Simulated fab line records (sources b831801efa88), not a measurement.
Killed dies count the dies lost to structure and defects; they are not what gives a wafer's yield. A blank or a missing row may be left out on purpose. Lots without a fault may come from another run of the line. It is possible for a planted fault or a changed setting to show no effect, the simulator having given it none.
One fault through the eyes of 2 desks    flow sfq-line    every desk sees just its own numbers, and what lay behind them comes last

## METROLOGY DESK
What the gauges read for every lot (on any tool): the sampled wafers with a number, averaged. The brackets show how far a lot's mean lies from the usual mean; more than 4 standard deviations puts the lot out of limits, marked OUT.
Columns: A = I0_OVL at SFQ_I0_OVL_MEAS_908, usual 1 nm; B = M1_NB_RS at SFQ_M1_RS_MEAS_909, usual 0.888 ohm/sq; C = M1_OVL at SFQ_M1_OVL_MEAS_911, usual 0 nm; D = I1_BOW at SFQ_I1_BOW_MEAS_912, usual 0 um; E = I1_OVL at SFQ_I1_OVL_MEAS_913, usual 2 nm; F = M8_BOW at SFQ_M8_BOW_MEAS_951, usual 8 um
lot   first seen here  A   B      C   D    E   F
L909  day 12 09:36     3   0.904  0   7    5   -2
L913  day 13 16:30     3   0.875  -4  1    4   7
L917  day 15 00:46     4   0.888  1   -2   -3  13
L918  day 15 19:29     1   0.886  2   -11  3   1
L921  day 17 08:40     -0  0.860  5   4    3   7
L931  day 20 02:08     -1  0.900  2   -7   1   1
Finding of this desk: none of the 6 lots has anything out of limits.

## FOR THE TOOL OWNER'S DESK: pvd-sputter-06
The tool's own readings at SFQ_TRILAYER_M1_DEP_SPUTTER_037 (material Nb, target thk 200 nm, time 133.3 s): means of the sampled wafers that have a number, for each lot that ran on this tool. The brackets show how far a lot's mean lies from the usual mean; more than 4 standard deviations puts the lot out of limits, marked OUT.
Columns: A = chamber-pressure-pa at SFQ_TRILAYER_M1_DEP_SPUTTER_037, usual 0.1333 Pa; B = substrate-temp-c at SFQ_TRILAYER_M1_DEP_SPUTTER_037, usual 20.01 C; C = throttle-valve-pct at SFQ_TRILAYER_M1_DEP_SPUTTER_037, usual 30.1 %
lot   first seen here  A       B      C
L909  day 12 10:35     0.1337  19.91  28.5
L917  day 15 01:46     0.1334  20.03  30.1
L918  day 15 20:28     0.1331  19.95  29.9
Finding of this desk: none of the 3 lots has anything out of limits.

## ALL TOGETHER
Nothing out of limits was seen by the metrology desk.
The desk of the tool owner found nothing out of limits.

## WHAT THE SIMULATOR HAD PUT IN
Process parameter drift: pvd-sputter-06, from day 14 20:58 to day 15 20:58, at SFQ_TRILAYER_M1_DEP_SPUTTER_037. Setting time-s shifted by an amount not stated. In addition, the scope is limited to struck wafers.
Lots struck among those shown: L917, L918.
